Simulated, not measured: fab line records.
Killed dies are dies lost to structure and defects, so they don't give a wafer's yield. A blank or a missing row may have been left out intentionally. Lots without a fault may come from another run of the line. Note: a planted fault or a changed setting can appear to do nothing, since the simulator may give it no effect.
A struck lot beside a sound one	flow gf180mcu	14 out of 602 route steps
Sound: these wafers, L414.1, L414.3, L414.5. Struck: wafers L434.2, L434.4, L434.5. Last of all comes the cause.
Each step with rows lists, per side, the tool, then ch with its chambers, then its first start. Under that, the readings that differ: sound wafers	struck wafers	difference of the means	sigmas: that difference in standard deviations of wafers without a fault.
alike: same words and numbers on both sides, and readings whose means sit less than 2 such deviations apart. not compared: any withheld reading, any reading some wafer has no value for, any bound like >300 that may hide the same value, and any number with overlapping values for which the record gives no deviation.
A row with sigmas, a row that says differs or no value, or rows on one side alone: a step with any of these is where the two part. Non-overlapping numbers with no deviation appear without sigmas and do not part them. A reading missing from all wafers of one side parts the sides only when that side holds two or more wafers.

first, 2 steps without rows for these wafers: GF_MVSD_PEB_05; GF_MVSD_DEVELOP_06 (develop time 60 s).
GF_MVSD_OVL_MEAS_07:
  sound on overlay-02 at day 4 10:19; struck on overlay-02 at day 9 06:07
  alike: MVSD_OVL
then, 2 steps without rows for these wafers: GF_MVSD_IMPLANT_08; GF_MVSD_IMPLANT_09.
GF_MVSD_STRIP_10: strips in O2/N2.
  sound on plasmaAsher-01 ch 0,1, day 4 10:38; struck on plasmaAsher-02 ch 0,1, day 9 06:26
reading	sound	struck	difference	sigmas
stripTimeToEndpointS (s)	37.28 37.15 37.11	36.98 36.87 36.98	-0.24	-3
  alike: drypumpMotorCurrentA, heaterPowerW, oesProductAu
  not compared: rfHoursCounterH
GF_MVSD_TW_MEAS_11:
  sound on filmMetro-02 at day 4 10:44; struck on filmMetro-04 at day 9 06:33
  alike: MVSD_TW
then, 5 steps without rows for these wafers: GF_MVPSD_DEHYDRATE_00 (time 60 s); GF_MVPSD_HMDS_01 (prime time 60 s); GF_MVPSD_COAT_02 (resist thk 3000 nm); GF_MVPSD_SOFTBAKE_03; GF_MVPSD_EXPOSE_04 (exposes mask MVPSD, target cd 1000 nm).
GF_MVPSD_PEB_05:
  struck on lithoTrack-03, day 9 23:00; sound on lithoTrack-03 ch 0, day 4 23:00
  no value came back on the struck wafers for chillPlateTempC (C), exhaustPa (Pa); on the sound wafers chillPlateTempC (C) reads 22.88 23.00 22.97
then, 1 step without rows for these wafers: GF_MVPSD_DEVELOP_06 (develop time 60 s).

WHERE THEY PART
Last at GF_MVPSD_PEB_05 as far as this record goes, first at GF_MVSD_STRIP_10.

WHY: the cause the simulator had injected
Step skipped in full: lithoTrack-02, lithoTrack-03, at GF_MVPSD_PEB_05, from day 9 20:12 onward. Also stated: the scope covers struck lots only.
